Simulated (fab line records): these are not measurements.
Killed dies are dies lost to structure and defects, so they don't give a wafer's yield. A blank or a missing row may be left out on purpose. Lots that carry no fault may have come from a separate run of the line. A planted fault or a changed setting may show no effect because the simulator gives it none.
Which of the tools did it? ; flow sfq_line ; route of 325 steps, sampled at 1 step: 15 lots, 45 wafers

== WHAT THE GAUGES READ, wafer by wafer ==
No reading from a measuring or inspecting step in the record can be judged against a usual standard deviation.

== EACH LOT AND THE TOOL THAT RAN IT (in order: tool; ch and the chambers of the sampled wafers; start) ==
lot;SFQ_TRILAYER_I7_VIA_LITHO_PEB_190
L711;litho_track-04 ch 0, day 85 23:34
L713;litho_track-03 ch 0, day 87 01:59
L716;litho_track-03 ch 0, day 87 20:46
L717;litho_track-02 ch 0, day 88 07:44
L718;litho_track-03 ch 0, day 89 04:13
L719;litho_track-03 ch 0, day 89 06:41
L720;litho_track-02 ch 0, day 89 10:13
L721;litho_track-02 ch 0, day 89 13:50
L722;litho_track-02 ch 0, day 89 17:25
L723;litho_track-04 ch 0, day 89 22:13
L725;litho_track-04 ch 0, day 90 16:25
L730;litho_track-03, day 91 04:24
L731;litho_track-02, day 91 05:39
L732;litho_track-03, day 92 09:59
L734;litho_track-02 ch 0, day 93 11:57
- SFQ_TRILAYER_I7_VIA_LITHO_PEB_190: peb time 60 s.

== WHAT THE TOOLS THEMSELVES READ (means of the sampled wafers that have a number; where no wafer has one, the mark that the record gives instead) ==
SFQ_TRILAYER_I7_VIA_LITHO_PEB_190.
lot;tool;chill_plate_temp_C (C);exhaust_pa (Pa)
L711;litho_track-04;23.03;46.1
L713;litho_track-03;23.08;44.6
L716;litho_track-03;22.89;46.0
L717;litho_track-02;23.03;43.9
L718;litho_track-03;22.99;45.1
L719;litho_track-03;23.01;46.3
L720;litho_track-02;22.89;44.2
L721;litho_track-02;22.92;44.3
L722;litho_track-02;23.02;45.0
L723;litho_track-04;23.13;44.3
L725;litho_track-04;23.06;44.4
L730;litho_track-03;-;-
L731;litho_track-02;-;-
L732;litho_track-03;-;-
L734;litho_track-02;22.96;46.2

== THE ANSWER, worked out from the rows above alone ==
Rule: the lots themselves supply what counts as usual. Put in order of their means at a reading, lots are off if they are a third of the lots or fewer, leave a main group of 4 or more, and stand apart from it by a gap of 3 or more times the standard deviation of the main group's means; of several such gaps the widest counts. A main group is skipped when, at the precision printed for the reading in the tables above, its means are all equal. A lot without any number at a reading at which 4 lots or more have one is off too. The other lots that the step has rows for count as sound. The gauges are gone through in route order, then the tools' own readings, and for those a lot's mean is taken as printed above. At the first step where some lot is off, the reading lying furthest off is the one used; lots without a number count as furthest.
Off: L730, L731, L732 (SFQ_TRILAYER_I7_VIA_LITHO_PEB_190, chill_plate_temp_C). Without a number there: L730, L731, L732. For the main group the mean is 23.00 C and the standard deviation 0.072.
A tool fits if, at that step or a process step before it, it ran every lot that is off, and no sound lot after the first of them. Of those tried, none fits.

== WHAT WAS PUT IN BY THE SIMULATOR ==
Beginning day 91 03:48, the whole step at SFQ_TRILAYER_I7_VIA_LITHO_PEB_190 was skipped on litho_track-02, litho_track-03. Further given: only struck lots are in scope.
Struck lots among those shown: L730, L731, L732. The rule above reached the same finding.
